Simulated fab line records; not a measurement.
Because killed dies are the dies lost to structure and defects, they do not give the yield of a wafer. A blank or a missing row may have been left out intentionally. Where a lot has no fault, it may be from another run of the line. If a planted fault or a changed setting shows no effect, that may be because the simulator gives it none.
Comparing a struck lot with a sound one -- flow sky130 -- 16 steps out of a route of 708
Sound: wafers L570.3, L570.4, L570.5. Struck: wafers L578.1, L578.3. (L578.4 of the same lot was not struck and is left out.) The cause comes at the end.
For every step that has rows: the tool of each side, followed by ch and its chambers, followed by its first start. Under that, the readings that differ: sound wafers -- struck wafers -- difference of the means -- sigmas: that difference in standard deviations of wafers without a fault.
alike: same words and numbers on both sides, and readings whose means sit less than 2 such deviations apart. not compared: any withheld reading, any reading some wafer has no value for, any bound like >300 that may hide the same value, and any number with overlapping values for which the record gives no deviation.
The two part at a step that has a row with sigmas, a row that says differs or no value, or rows on one side only. When numbers do not overlap yet have no deviation, they are printed without sigmas and do not part them. A reading missing from all wafers of one side parts the sides only when that side holds two or more wafers.

SKY_METAL2_THK_MEAS_06: measures by xrf.
  sound on film metro-03 at day 35 02:31; struck on film metro-01 at day 38 00:54
  alike: METAL2_ALCU_THK
then, 8 steps without rows for these wafers: SKY_METAL2_DEHYDRATE_07 (time 60 s); SKY_METAL2_HMDS_08 (prime time 60 s); SKY_METAL2_COAT_09 (resist thk 60 nm); SKY_METAL2_COAT_10 (resist thk 450 nm); SKY_METAL2_SOFTBAKE_11 (time 90 s); SKY_METAL2_EXPOSE_12 (exposes mask MM2, target cd 140 nm); SKY_METAL2_PEB_13; SKY_METAL2_DEVELOP_14 (develop time 60 s).
SKY_METAL2_CD_MEAS_15: the cd target is 140 nm.
  sound on cd sem-01 at day 36 05:04; struck on cd sem-02 at day 39 02:40
  alike: cd nm
SKY_METAL2_OVL_MEAS_16:
  sound on overlay-02 at day 36 05:09; struck on overlay-01 at day 39 02:47
reading,sound,struck,difference,sigmas
METAL2_OVL (nm),5 3 3,12 17,+11,+2
SKY_METAL2_DESCUM_17: chemistry O2, time 8 s.
  sound on rie metal-01 ch 0,1, day 36 05:11; struck on rie metal-02 ch 0, day 39 02:50
reading,sound,struck,difference,sigmas
oes product au (a.u.),0.983 0.998 0.997,1.018 1.011,+0.022,+3
  alike: drypump motor current A, rf fwd power W
  not compared: rf hours counter h
SKY_METAL2_ETCH_18: etches BARC in N2/H2, stops on SiO2, time 45.9 s, target depth 60 nm.
  sound on rie metal-01 ch 0,1, day 36 05:14; struck on rie metal-02 ch 0, day 39 02:53
reading,sound,struck,difference,sigmas
model.KrF-thick_of_METAL2_COAT_10.thk nm (nm),391.9 390.7 389.3,376.3 377.3,-13.8,
  alike: bias w, drypump motor current A, oes product au, rf fwd power W, throttle valve pct
  not compared: rf hours counter h, model.METAL2.cd nm
SKY_METAL2_METAL_ETCH_19: etches the open film in Cl2/BCl3, stops on SiO2, target depth 360 nm, time 78 s.
  sound on rie metal-01 ch 0,1, day 36 05:18; struck on rie metal-02 ch 0, day 39 03:01
reading,sound,struck,difference,sigmas
model.KrF-thick_of_METAL2_COAT_10.thk nm (nm),156.9 152.8 153,139.6 140.1,-14.4,
  alike: bias w, drypump motor current A, oes product au, rf fwd power W, throttle valve pct
  not compared: rf hours counter h
SKY_METAL2_STRIP_20: strips in O2/N2.
  sound on plasma asher-02 ch 0,1, day 36 05:23; struck on plasma asher-01 ch 1, day 39 03:12
reading,sound,struck,difference,sigmas
oes product au (a.u.),0.343 0.335 0.351,0.335 0.329,-0.011,-3
strip time to endpoint s (s),2.685 2.623 2.641,2.482 2.495,-0.161,-6
  alike: drypump motor current A
  not compared: rf hours counter h
then, 1 step without rows for these wafers: SKY_METAL2_STRIP_21 (strips in post etch residue remover, time 1200 s).

WHERE THEY PART
First at SKY_METAL2_OVL_MEAS_16; last, within this record, at SKY_METAL2_STRIP_20.

WHY: whatever the simulator had introduced
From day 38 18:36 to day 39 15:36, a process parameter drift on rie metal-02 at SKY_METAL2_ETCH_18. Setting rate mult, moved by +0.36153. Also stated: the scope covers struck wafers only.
